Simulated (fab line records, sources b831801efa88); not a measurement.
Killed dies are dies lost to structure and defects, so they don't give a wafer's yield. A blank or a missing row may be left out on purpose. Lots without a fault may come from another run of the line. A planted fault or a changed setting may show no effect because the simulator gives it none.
fab line records | flow sky130
record lots=12 wafers=36 last_day=50
route steps=708 shown FIELD_ISO@1 VT_ADJUST_LVTN@106 LDD_P@265 LI_CONTACT@386 PAD_OPEN@708
lots that met no fault: from a run of the same line without faults
start_h: hours from the record's first day to the start of the lot's first wafer shown | wait_h: hours since the lot's step before | " the same as in the row above | L1.1+2: a row that stands for several wafers | - no value, or no start given | * or withheld: withheld | < > ~ a bound
route shown NAME@n: a module of which the file shows steps, and the number in the route of the first | usual: mean/standard deviation of fault-free wafers | same: alike in all rows | chamber/n: place in a boat | sites: the reading at each site | _std_site: their standard deviation | _edge_site: outer sites' mean less inner sites' | radius_mm: how far each site lies from the wafer's centre | mask NAME#n: copy n | behind: the tool/chamber that last shaped the wafer | hold: why the lot was held/for how many hours/how that ended | device: the transistor (n, p or np) that didn't switch | end of line: the same wafers' tests at the end of the route | a step without rows: its recipe alone | killed: dies lost to structure and defects at the first sort, not the wafer's yield | map: a wafer's dies, x killed, . not, _ none there
set.NAME: the setting as run; set.NAME@STEP: as run at that earlier step | model.NAME: the simulator's own value behind a step, which no gauge read
steps of the route over a sample of lots; a table a step, a row a wafer
services: from which hour (start_h, from the record's first day; less than 0 if before it) a tool's chamber was out of use, for how many hours, and why
## steps
# step SKY_FIELD_ISO_BOW_MEAS_00
# recipe mode=bow
# usual INCOMING_BOW=0/6.7
# columns lot.wafer tool chamber start_h wait_h INCOMING_BOW[um]
L257.1 film_metro-03 - 10.00 - -7
L257.2 " - " " 8
L257.4 " - " " 0
L258.2 film_metro-03 - 15.02 - 6
L258.4 " - " " -6
L258.5 " - " " -7
L259.1 film_metro-04 - 20.00 - 4
L259.5 " - " " -1
L259.6 " - " " 15
L260.4 film_metro-02 - 25.06 - -8
L260.5 " - " " -9
L260.6 " - " " 3
L262.1 film_metro-02 - 35.00 - -3
L262.3 " - " " 18
L262.6 " - " " 3
L263.1 film_metro-02 - 40.00 - -1
L263.4 " - " " -3
L263.6 " - " " 5
L265.2 film_metro-03 - 50.02 - 3
L265.5 " - " " -11
L265.6 " - " " 11
L267.1 film_metro-03 - 60.00 - 4
L267.3 " - " " 3
L267.4 " - " " -8
L274.1 film_metro-04 - 95.00 - -3
L274.3 " - " " 1
L274.6 " - " " 3
L275.2 film_metro-03 - 100.02 - 6
L275.3 " - " " -4
L275.4 " - " " -3
L278.3 film_metro-04 - 115.04 - -9
L278.4 " - " " -1
L278.5 " - " " 1
L279.2 film_metro-03 - 120.02 - -4
L279.4 " - " " 9
L279.5 " - " " -11
# step SKY_VT_ADJUST_LVTN_STRIP_09
# recipe chemistry=O2/N2 power_w=1400 pressure_mtorr=1500 platen_temp_c=withheld o2_flow_sccm=3000 n2_flow_sccm=300 overash_fraction=0.5
# usual drypump_motor_current_A=5.7/0.48 o2_flow_sccm=2999/10 oes_product_au=0.723/0.0046 strip_time_to_endpoint_s=36.93/0.1
# same overash_fraction=0.5
# columns lot.wafer tool chamber start_h wait_h drypump_motor_current_A o2_flow_sccm oes_product_au rf_hours_counter_h strip_time_to_endpoint_s
L257.1 plasma_asher-01 1 135.83 0.1 5.4 2992 0.720 44 36.83
L257.2 " 0 " " 5.2 3017 0.733 44 36.82
L257.4 " 1 " " 5.5 2995 0.727 - 36.76
L258.2 plasma_asher-01 0 141.19 0.1 5.3 3010 0.716 44 36.99
L258.4 " 0 " " 5.3 2999 0.735 - 36.93
L258.5 " 0 " " 5.3 3004 0.726 - 36.88
L259.1 plasma_asher-03 0 159.68 0.1 5.8 2999 0.725 49 37.03
L259.5 " 0 " " 5.8 3007 0.724 - 36.87
L259.6 " 1 " " 6.2 2997 0.723 - 36.96
L260.4 plasma_asher-02 0 171.38 0.1 6.1 3004 0.727 - 37.00
L260.5 " 0 " " 6.1 2996 0.729 - 37.10
L260.6 " 1 " " 4.8 3003 0.717 - 36.87
L262.1 plasma_asher-02 1 196.13 0.1 4.8 3005 0.721 39 36.97
L262.3 " 1 " " 4.8 2990 0.733 - 36.89
L262.6 " 1 " " 4.8 2987 0.731 - 36.84
L263.1 plasma_asher-02 1 205.43 0.1 4.8 3545 0.724 39 36.71
L263.4 " 0 " " 6.1 3599 0.729 - 36.73
L263.6 " 1 " " 4.8 3612 0.720 - 36.61
L265.2 plasma_asher-03 1 206.02 0.1 6.2 2983 0.721 54 36.87
L265.5 " 0 " " 5.8 2992 0.730 - 36.69
L265.6 " 1 " " 6.2 3004 0.721 - 36.86
L267.1 plasma_asher-02 1 209.24 0.1 4.8 3597 0.732 40 36.60
L267.3 " 0 " " 6.1 3611 0.727 - 36.62
L267.4 " 1 " " 4.8 3604 0.727 - 36.64
L275.2 plasma_asher-03 1 271.39 0.1 6.2 3025 0.727 59 36.98
L275.3 " 1 " " 6.2 3013 0.732 - 36.92
L275.4 " 0 " " 5.8 3007 0.715 - 36.87
L274.1 plasma_asher-03 0 272.52 0.1 5.8 2998 0.732 59 37.01
L274.3 " 0 " " 5.8 3000 0.720 - 37.04
L274.6 " 0 " " 5.8 3002 0.727 - 37.03
L278.3 plasma_asher-03 1 284.96 0.1 6.2 3001 0.727 - 37.01
L278.4 " 0 " " 5.8 3029 0.717 - 37.07
L278.5 " 0 " " 5.8 3013 0.727 - 37.08
L279.2 plasma_asher-01 1 288.09 0.1 5.5 2985 0.717 59 36.98
L279.4 " 0 " " 5.3 2999 0.719 - 37.06
L279.5 " 0 " " 5.3 2992 0.721 - 37.06
# step SKY_LDD_P_STRIP_10
# recipe chemistry=O2/N2 power_w=1400 pressure_mtorr=1500 platen_temp_c=withheld o2_flow_sccm=3000 n2_flow_sccm=300 overash_fraction=0.5
# usual drypump_motor_current_A=5.5/0.44 o2_flow_sccm=3000/9.8 oes_product_au=0.716/0.0045 strip_time_to_endpoint_s=14.15/0.045
# same overash_fraction=0.5
# columns lot.wafer tool chamber start_h wait_h drypump_motor_current_A o2_flow_sccm oes_product_au rf_hours_counter_h strip_time_to_endpoint_s
L257.1 plasma_asher-01 0 419.95 0.1 5.3 2991 0.711 73 14.13
L257.2 " 1 " " 5.5 3007 0.716 73 14.18
L257.4 " 1 " " 5.5 3019 0.710 - 14.14
L258.2 plasma_asher-02 1 427.25 0.1 4.8 2998 0.724 61 14.23
L258.4 " 1 " " 4.8 2977 0.720 - 14.23
L258.5 " 1 " " 4.8 3009 0.717 - 14.23
L259.1 plasma_asher-04 1 453.55 0.1 5.7 3014 0.707 34 14.15
L259.5 " 1 " " 5.7 2995 0.713 - 14.15
L259.6 " 0 " " 5.8 3015 0.714 - 14.13
L260.4 plasma_asher-04 1 471.12 0.1 5.7 3011 0.717 - 14.18
L260.5 " 0 " " 5.8 3004 0.710 - 14.23
L260.6 " 1 " " 5.7 2992 0.716 - 14.21
L262.1 plasma_asher-01 1 507.55 0.1 5.5 3005 0.717 82 14.18
L262.3 " 1 " " 5.5 3005 0.716 - 14.16
L262.6 " 1 " " 5.5 3009 0.714 - 14.20
L263.1 plasma_asher-02 0 520.79 0.1 6.1 2992 0.714 70 14.14
L263.4 " 0 " " 6.1 2993 0.721 - 14.16
L263.6 " 1 " " 4.8 2991 0.713 - 14.09
L265.2 plasma_asher-01 0 525.39 0.1 5.2 2997 0.713 84 14.10
L265.5 " 1 " " 5.5 3001 0.708 - 14.21
L265.6 " 0 " " 5.2 2989 0.716 - 14.13
L267.1 plasma_asher-01 1 528.85 0.1 5.5 3004 0.705 84 14.18
L267.3 " 0 " " 5.2 2991 0.710 - 14.20
L267.4 " 1 " " 5.5 3006 0.714 - 14.17
L275.2 plasma_asher-04 0 600.49 0.1 5.8 2982 0.718 48 14.12
L275.3 " 1 " " 5.7 3012 0.713 - 14.14
L275.4 " 0 " " 5.8 3004 0.720 - 14.15
L274.1 plasma_asher-02 0 604.19 0.1 6.1 2994 0.718 79 14.15
L274.3 " 1 " " 4.8 2987 0.714 - 14.13
L274.6 " 1 " " 4.7 2993 0.714 - 14.10
L279.2 plasma_asher-02 1 625.55 0.1 4.8 3001 0.709 81 14.11
L279.4 " 0 " " 6.1 3007 0.713 - 14.11
L279.5 " 0 " " 6.1 2991 0.720 - 14.12
L278.3 plasma_asher-01 1 627.42 0.1 5.4 3004 0.714 - 14.16
L278.4 " 0 " " 5.3 2991 0.707 - 14.15
L278.5 " 0 " " 5.2 2979 0.715 - 14.15
# step SKY_LI_CONTACT_CMP_24
# recipe stop_on=PSG t_overpolish_s=20 down_force_psi=3.5 platen_rpm=60 target_thk_nm=0 pad_velocity_m_s=0.94248
# usual motor_current_A=11.0/1.4 overpolish_run_s=19.998/0.0083 time_to_endpoint_s=95/4.9
# columns lot.wafer tool chamber start_h wait_h motor_current_A overpolish_run_s time_to_endpoint_s
L257.1 cmp-01 0 664.29 0.1 9.8 19.991 95
L257.4 " 1 " " 9.4 19.990 90
L257.2 " 3 " " 12.1 20.002 101
L258.4 cmp-01 2 667.34 0.1 14.4 19.993 97
L258.2 " 0 " " 9.4 20.012 97
L258.5 " 1 " " 9.4 20.018 94
L259.1 cmp-01 0 694.91 0.2 9.8 19.983 90
L259.6 " 1 " " 9.8 19.985 92
L259.5 " 2 " " 14.0 19.999 91
L260.4 cmp-01 0 709.63 0.1 9.5 19.999 96
L260.5 " 3 " " 12.4 20.003 102
L260.6 " 0 " " 10.2 19.997 93
L262.3 cmp-02 3 743.65 0.1 11.6 19.993 101
L262.1 " 1 " " 9.4 20.001 88
L262.6 " 3 " " 11.9 19.991 102
L263.4 cmp-01 1 753.81 0.0 9.9 20.002 94
L263.1 " 0 " " 10.0 20.000 92
L263.6 " 2 " " 13.2 19.990 98
L265.2 cmp-01 2 758.55 0.1 13.5 19.994 94
L265.5 " 0 " " 9.7 19.992 89
L265.6 " 1 " " 9.7 19.993 90
L267.3 cmp-01 0 763.81 0.0 10.2 20.009 89
L267.4 " 1 " " 10.0 20.000 89
L267.1 " 3 " " 12.5 20.000 97
L275.4 cmp-02 2 827.39 0.3 10.7 20.002 98
L275.2 " 3 " " 12.1 19.997 99
L275.3 " 1 " " 9.4 19.993 90
L274.1 cmp-02 0 828.98 0.1 10.5 19.994 91
L274.3 " 3 " " 11.6 19.984 102
L274.6 " 0 " " 10.2 19.994 92
L279.2 cmp-02 3 847.77 0.1 12.0 19.990 99
L279.4 " 1 " " 9.3 19.989 87
L279.5 " 3 " " 12.6 19.984 101
L278.3 cmp-02 1 852.07 0.1 9.4 20.009 95
L278.4 " 3 " " 11.7 20.000 100
L278.5 " 1 " " 9.9 19.987 90
# step SKY_PAD_OPEN_PROBE_99
# usual killed_at_M0_to_M3=42/6.4 killed_at_M4_up=2.9/1.7 killed_at_contacts=25/5.2 killed_at_front_end=16/4.4 killed_at_other=0.4/0.65 killed_dies=86/9.2 killed_open=47/6.6 killed_short=39/5.8
# same gross_dies=492 killed_at_back_side=0
# columns lot.wafer tool chamber start_h wait_h killed_at_M0_to_M3 killed_at_M4_up killed_at_contacts killed_at_front_end killed_at_other killed_dies killed_open killed_short
L267.1 prober-01 - 1142.44 0.1 51 5 26 21 2 105 58 47
L267.3 prober-01 - 1142.54 0.2 39 7 23 13 0 82 46 36
L267.4 prober-01 - 1142.59 0.2 37 5 23 13 0 78 40 38
# killed by level:class
L267.1 VIA1:geometric_particle:open=15 CONTACT:geometric_particle:short=10 VIA3:geometric_particle:open=10 FIELD_ISO:geometric_particle:open=7 CONTACT:geometric_particle:open=7 VIA1:geometric_particle:short=6 LI_CONTACT:geometric_particle:open=5 FIELD_ISO:geometric_particle:short=4
L267.3 CONTACT:geometric_particle:open=11 VIA2:geometric_particle:open=10 VIA1:geometric_particle:open=10 METAL4:geometric_particle:short=6 CONTACT:geometric_particle:short=5 VIA3:geometric_particle:open=5 POLY_GATE:geometric_particle:short=4 FIELD_ISO:geometric_particle:open=3
L267.4 CONTACT:geometric_particle:open=13 METAL2:geometric_particle:short=8 VIA2:geometric_particle:short=6 VIA1:geometric_particle:open=6 FIELD_ISO:geometric_particle:open=4 LI_CONTACT:geometric_particle:open=4 VIA1:geometric_particle:short=4 VIA2:geometric_particle:open=4
## services
# columns tool chamber start_h hours kind
cmp-01 - 226.21 2.2 repair
plasma_asher-01 - 258.44 1.0 repair
cmp-01 - 278.55 6.4 pm
cmp-01 - 314.26 4.7 repair
plasma_asher-02 - 359.01 8.8 repair
plasma_asher-02 - 367.70 5.1 repair
cmp-01 - 395.54 1.5 repair
cmp-01 - 404.26 4.0 pm
plasma_asher-02 - 465.18 2.8 pm
plasma_asher-02 - 487.95 0.7 repair
cmp-01 - 616.22 2.5 repair
plasma_asher-02 - 628.43 3.0 repair
plasma_asher-01 - 635.74 2.8 pm
cmp-01 - 647.69 5.8 pm
plasma_asher-02 - 667.72 3.0 repair
cmp-01 - 679.36 1.5 repair
plasma_asher-01 - 690.48 2.2 repair
cmp-01 - 700.60 0.5 repair
plasma_asher-01 - 732.02 1.7 repair
plasma_asher-01 - 733.75 9.0 pm
plasma_asher-01 - 758.94 2.8 repair
plasma_asher-01 - 782.19 2.0 repair
plasma_asher-02 - 833.31 27.9 repair
plasma_asher-02 - 838.22 0.8 repair
## key
first_sign step=SKY_VT_ADJUST_LVTN_STRIP_09 reading=o2_flow_sccm direction=up sigmas=59 usual=2999 struck=3595
effect step=SKY_VT_ADJUST_LVTN_STRIP_09 reading=strip_time_to_endpoint_s direction=down sigmas=2.6 usual=* struck=*
met_at SKY_VT_ADJUST_LVTN_STRIP_09
struck_lots L263,L267
tester_left_out L263,L267
not_acting_at SKY_FIELD_ISO_BOW_MEAS_00,SKY_LDD_P_STRIP_10,SKY_LI_CONTACT_CMP_24
onset_between 196.13 205.43
fault kind=process_parameter_drift tool=plasma_asher-02 chamber=- onset_h=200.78 steps=SKY_VT_ADJUST_LVTN_STRIP_09 channel=o2_flow_sccm offset=600 shape=step end_h=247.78 acts_in=these_recipes_only stated=3000
# tester_left_out: of these lots the tester's yield and bins aren't shown, on N5 and GAA mostly nor the transistor test; their killed dies are dies lost to structure and defects alone, not to doping, threshold or leakage, so they don't give the yield
